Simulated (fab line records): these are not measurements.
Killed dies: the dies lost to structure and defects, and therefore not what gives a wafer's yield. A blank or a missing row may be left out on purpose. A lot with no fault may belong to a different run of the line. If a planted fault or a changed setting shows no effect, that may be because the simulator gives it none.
What tool caused it? / flow sky130 / 14 lots with 42 wafers sampled at 5 steps, on a route of 708 steps

## WHAT THE GAUGES SHOWED, per wafer
SKY_FIELD_ISO_THK_MEAS_04.
lot=L803; measured=day 1 15:19; on=film metro-01; FIELD_ISO_CVD_03_THK (nm)=171.8 172.1 171.6
lot=L804; measured=day 1 18:31; on=film metro-02; FIELD_ISO_CVD_03_THK (nm)=172.8 172.0 171.7
lot=L806; measured=day 2 05:05; on=film metro-01; FIELD_ISO_CVD_03_THK (nm)=169.3 169.9 168.7
lot=L807; measured=day 2 11:32; on=film metro-03; FIELD_ISO_CVD_03_THK (nm)=170.7 170.9 170.4
lot=L808; measured=day 2 18:46; on=film metro-01; FIELD_ISO_CVD_03_THK (nm)=169.6 170.3 169.4
lot=L809; measured=day 2 20:33; on=film metro-03; FIELD_ISO_CVD_03_THK (nm)=171.9 172.6 172.5
lot=L810; measured=day 3 01:58; on=film metro-02; FIELD_ISO_CVD_03_THK (nm)=174.0 174.0 173.3
lot=L811; measured=day 3 08:13; on=film metro-03; FIELD_ISO_CVD_03_THK (nm)=170.6 171.3 169.8
lot=L812; measured=day 3 10:29; on=film metro-02; FIELD_ISO_CVD_03_THK (nm)=171.3 171.0 170.5
lot=L813; measured=day 3 15:29; on=film metro-03; FIELD_ISO_CVD_03_THK (nm)=171.0 171.3 168.9
lot=L821; measured=day 5 12:40; on=film metro-03; FIELD_ISO_CVD_03_THK (nm)=174.0 174.7 174.2
lot=L823; measured=day 5 17:29; on=film metro-02; FIELD_ISO_CVD_03_THK (nm)=169.9 169.9 171.3
lot=L826; measured=day 6 15:08; on=film metro-03; FIELD_ISO_CVD_03_THK (nm)=171.5 171.6 170.4
lot=L825; measured=day 6 15:10; on=film metro-02; FIELD_ISO_CVD_03_THK (nm)=168.9 169.2 167.1

SKY_NWELL_OVL_MEAS_10.
lot=L803; measured=day 4 14:18; on=overlay-02; NWELL_00_OVL (nm)=-1.0 -1.2 -0.7
lot=L804; measured=day 4 21:13; on=overlay-02; NWELL_00_OVL (nm)=-2.4 -2.7 -2.1
lot=L806; measured=day 5 08:12; on=overlay-01; NWELL_00_OVL (nm)=-0.7 -2.0 -2.0
lot=L807; measured=day 5 12:02; on=overlay-01; NWELL_00_OVL (nm)=0.5 0.0 -1.4
lot=L808; measured=day 5 20:19; on=overlay-01; NWELL_00_OVL (nm)=-2.4 -2.3 -1.0
lot=L809; measured=day 5 23:00; on=overlay-01; NWELL_00_OVL (nm)=0.3 2.0 -0.4
lot=L810; measured=day 6 07:36; on=overlay-02; NWELL_00_OVL (nm)=0.8 0.7 0.7
lot=L811; measured=day 6 14:30; on=overlay-02; NWELL_00_OVL (nm)=0.9 -0.1 0.4
lot=L812; measured=day 6 16:05; on=overlay-01; NWELL_00_OVL (nm)=-1.6 -1.5 -0.5
lot=L813; measured=day 6 18:17; on=overlay-02; NWELL_00_OVL (nm)=0.9 0.1 0.0
lot=L821; measured=day 9 06:00; on=overlay-01; NWELL_00_OVL (nm)=0.9 1.1 -1.3
lot=L823; measured=day 9 09:59; on=overlay-02; NWELL_00_OVL (nm)=0.7 0.8 0.6
lot=L826; measured=day 10 09:20; on=overlay-01; NWELL_00_OVL (nm)=-4.2 -1.3 -2.9
lot=L825; measured=day 10 14:53; on=overlay-01; NWELL_00_OVL (nm)=-1.2 -1.8 0.1

## WHAT TOOL EACH LOT RAN ON (gives the tool, then ch and the chambers of the sampled wafers, and finally the start)
lot=L803; SKY_FIELD_ISO_ETCH_17=rie si-02 ch 1,2,3, day 2 06:05; SKY_PWDE_COAT_02=litho track-02 ch 0, day 3 13:21; SKY_PWDE_STRIP_09=plasma asher-01 ch 0,1, day 3 22:04
lot=L804; SKY_FIELD_ISO_ETCH_17=rie si-01 ch 0,1,3, day 2 09:28; SKY_PWDE_COAT_02=litho track-02 ch 0, day 3 19:27; SKY_PWDE_STRIP_09=plasma asher-01 ch 0,1, day 4 04:33
lot=L806; SKY_FIELD_ISO_ETCH_17=rie si-01 ch 1,2,3, day 2 20:29; SKY_PWDE_COAT_02=litho track-04 ch 0, day 4 06:08; SKY_PWDE_STRIP_09=plasma asher-01 ch 0,1, day 4 15:07
lot=L807; SKY_FIELD_ISO_ETCH_17=rie si-01 ch 0,1,2, day 3 02:32; SKY_PWDE_COAT_02=litho track-01 ch 0, day 4 10:33; SKY_PWDE_STRIP_09=plasma asher-01 ch 0,1, day 4 19:16
lot=L808; SKY_FIELD_ISO_ETCH_17=rie si-01 ch 1,3, day 3 10:50; SKY_PWDE_COAT_02=litho track-01 ch 0, day 4 17:59; SKY_PWDE_STRIP_09=plasma asher-03 ch 0,1, day 5 02:05
lot=L809; SKY_FIELD_ISO_ETCH_17=rie si-02 ch 1,2,3, day 3 12:20; SKY_PWDE_COAT_02=litho track-04 ch 0, day 4 20:20; SKY_PWDE_STRIP_09=plasma asher-01 ch 0,1, day 5 04:40
lot=L810; SKY_FIELD_ISO_ETCH_17=rie si-02 ch 1,2, day 3 18:35; SKY_PWDE_COAT_02=litho track-02 ch 0, day 5 03:37; SKY_PWDE_STRIP_09=plasma asher-02 ch 0,1, day 5 12:41
lot=L811; SKY_FIELD_ISO_ETCH_17=rie si-02 ch 0,1,3, day 4 01:34; SKY_PWDE_COAT_02=litho track-01 ch 0, day 5 10:39; SKY_PWDE_STRIP_09=plasma asher-03 ch 0,1, day 5 20:40
lot=L812; SKY_FIELD_ISO_ETCH_17=rie si-01 ch 2,3, day 4 03:34; SKY_PWDE_COAT_02=litho track-01 ch 0, day 5 13:11; SKY_PWDE_STRIP_09=plasma asher-02 ch 1, day 5 23:07
lot=L813; SKY_FIELD_ISO_ETCH_17=rie si-02 ch 0,1, day 4 08:17; SKY_PWDE_COAT_02=litho track-01 ch 0, day 5 15:21; SKY_PWDE_STRIP_09=plasma asher-02 ch 0,1, day 6 01:05
lot=L821; SKY_FIELD_ISO_ETCH_17=rie si-02 ch 1,2,3, day 6 08:16; SKY_PWDE_COAT_02=litho track-04 ch 0, day 7 22:14; SKY_PWDE_STRIP_09=plasma asher-01 ch 0,1, day 8 08:58
lot=L823; SKY_FIELD_ISO_ETCH_17=rie si-02 ch 1,3, day 6 11:28; SKY_PWDE_COAT_02=litho track-04 ch 0, day 8 01:32; SKY_PWDE_STRIP_09=plasma asher-03 ch 0,1, day 8 12:40
lot=L826; SKY_FIELD_ISO_ETCH_17=rie si-02 ch 0,1,3, day 7 10:22; SKY_PWDE_COAT_02=litho track-02 ch 0, day 9 01:31; SKY_PWDE_STRIP_09=plasma asher-03 ch 0,1, day 9 12:17
lot=L825; SKY_FIELD_ISO_ETCH_17=rie si-01 ch 0,1,2, day 7 10:55; SKY_PWDE_COAT_02=litho track-02 ch 0, day 9 05:52; SKY_PWDE_STRIP_09=plasma asher-03 ch 0,1, day 9 17:06
- SKY_FIELD_ISO_ETCH_17: etches Si in HBr/Cl2/O2, target depth 342 nm, time 97.7 s.
- SKY_PWDE_COAT_02: resist thk 3000 nm.
- SKY_PWDE_STRIP_09: strips in O2/N2.

## WHAT THE TOOLS THEMSELVES READ (means of the sampled wafers that have a number; where no wafer has one, the mark that the record gives instead)
SKY_FIELD_ISO_ETCH_17.
lot=L803; tool=rie si-02; O2_flow_sccm (sccm)=5.976; drypump motor current A (A)=5.7; oes product au (a.u.)=1.005; throttle valve pct (%)=25.653
lot=L804; tool=rie si-01; O2_flow_sccm (sccm)=6.004; drypump motor current A (A)=5.5; oes product au (a.u.)=1.004; throttle valve pct (%)=25.653
lot=L806; tool=rie si-01; O2_flow_sccm (sccm)=6.001; drypump motor current A (A)=5.8; oes product au (a.u.)=1.003; throttle valve pct (%)=25.651
lot=L807; tool=rie si-01; O2_flow_sccm (sccm)=5.991; drypump motor current A (A)=5.5; oes product au (a.u.)=0.998; throttle valve pct (%)=25.656
lot=L808; tool=rie si-01; O2_flow_sccm (sccm)=5.991; drypump motor current A (A)=5.7; oes product au (a.u.)=0.998; throttle valve pct (%)=25.660
lot=L809; tool=rie si-02; O2_flow_sccm (sccm)=5.986; drypump motor current A (A)=5.7; oes product au (a.u.)=1.004; throttle valve pct (%)=25.664
lot=L810; tool=rie si-02; O2_flow_sccm (sccm)=6.015; drypump motor current A (A)=6.0; oes product au (a.u.)=0.999; throttle valve pct (%)=25.652
lot=L811; tool=rie si-02; O2_flow_sccm (sccm)=5.998; drypump motor current A (A)=5.7; oes product au (a.u.)=0.998; throttle valve pct (%)=25.649
lot=L812; tool=rie si-01; O2_flow_sccm (sccm)=6.009; drypump motor current A (A)=6.0; oes product au (a.u.)=1.010; throttle valve pct (%)=25.662
lot=L813; tool=rie si-02; O2_flow_sccm (sccm)=6.006; drypump motor current A (A)=6.0; oes product au (a.u.)=0.994; throttle valve pct (%)=25.665
lot=L821; tool=rie si-02; O2_flow_sccm (sccm)=5.991; drypump motor current A (A)=5.7; oes product au (a.u.)=1.004; throttle valve pct (%)=25.651
lot=L823; tool=rie si-02; O2_flow_sccm (sccm)=6.005; drypump motor current A (A)=5.8; oes product au (a.u.)=1.002; throttle valve pct (%)=25.651
lot=L826; tool=rie si-02; O2_flow_sccm (sccm)=6.008; drypump motor current A (A)=5.8; oes product au (a.u.)=1.003; throttle valve pct (%)=25.649
lot=L825; tool=rie si-01; O2_flow_sccm (sccm)=6.003; drypump motor current A (A)=5.6; oes product au (a.u.)=0.993; throttle valve pct (%)=25.657

SKY_PWDE_STRIP_09.
lot=L803; tool=plasma asher-01; drypump motor current A (A)=6.2; oes product au (a.u.)=0.724; strip time to endpoint s (s)=37.01
lot=L804; tool=plasma asher-01; drypump motor current A (A)=5.8; oes product au (a.u.)=0.723; strip time to endpoint s (s)=37.06
lot=L806; tool=plasma asher-01; drypump motor current A (A)=5.8; oes product au (a.u.)=0.717; strip time to endpoint s (s)=37.21
lot=L807; tool=plasma asher-01; drypump motor current A (A)=5.8; oes product au (a.u.)=0.729; strip time to endpoint s (s)=37.05
lot=L808; tool=plasma asher-03; drypump motor current A (A)=5.9; oes product au (a.u.)=0.721; strip time to endpoint s (s)=37.06
lot=L809; tool=plasma asher-01; drypump motor current A (A)=5.8; oes product au (a.u.)=0.721; strip time to endpoint s (s)=36.86
lot=L810; tool=plasma asher-02; drypump motor current A (A)=5.8; oes product au (a.u.)=0.723; strip time to endpoint s (s)=37.07
lot=L811; tool=plasma asher-03; drypump motor current A (A)=6.2; oes product au (a.u.)=0.718; strip time to endpoint s (s)=36.97
lot=L812; tool=plasma asher-02; drypump motor current A (A)=6.4; oes product au (a.u.)=0.724; strip time to endpoint s (s)=37.08
lot=L813; tool=plasma asher-02; drypump motor current A (A)=6.1; oes product au (a.u.)=0.725; strip time to endpoint s (s)=36.84
lot=L821; tool=plasma asher-01; drypump motor current A (A)=5.8; oes product au (a.u.)=0.614; strip time to endpoint s (s)=9.12
lot=L823; tool=plasma asher-03; drypump motor current A (A)=5.8; oes product au (a.u.)=0.612; strip time to endpoint s (s)=9.17
lot=L826; tool=plasma asher-03; drypump motor current A (A)=6.2; oes product au (a.u.)=0.724; strip time to endpoint s (s)=37.16
lot=L825; tool=plasma asher-03; drypump motor current A (A)=5.8; oes product au (a.u.)=0.726; strip time to endpoint s (s)=37.06

## THE ANSWER, worked out from the rows above alone
Rule: what is usual is taken from the lots themselves. The widest of any qualifying gaps counts: lots, ordered by their means at a reading, are off when they make up no more than a third of the lots, leave a main group of 4 or more, and stand apart from it by 3 or more times the standard deviation of that group's means. If all means in a main group match to the digits the tables above print for the reading, that group is not used. A lot without any number at a reading at which 4 lots or more have one is off too. All remaining lots with rows at the step are treated as sound. First the gauges in route order, then the tools' own readings, where a lot's mean is used as printed above. At the first step where some lot is off, the reading lying furthest off is the one used; lots without a number count as furthest.
Off at SKY_PWDE_STRIP_09 (strip time to endpoint s): L821, L823. The main group has a mean of 37.04 s with a standard deviation of 0.1.
A tool fits if, at that step or a process step before it, it ran every lot that is off, and no sound lot after the first of them. One fits: litho track-04 at SKY_PWDE_COAT_02. A fault onset in the window from L809 (day 4 20:20, its last sound lot) to L821 (day 7 22:14, its first lot off) fits.

## WHAT THE SIMULATOR PUT IN
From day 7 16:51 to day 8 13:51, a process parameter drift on litho track-04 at SKY_PWDE_COAT_02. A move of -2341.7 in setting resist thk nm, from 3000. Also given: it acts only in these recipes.
Shown lots that were struck: L821, L823. The same result came from the rule above.
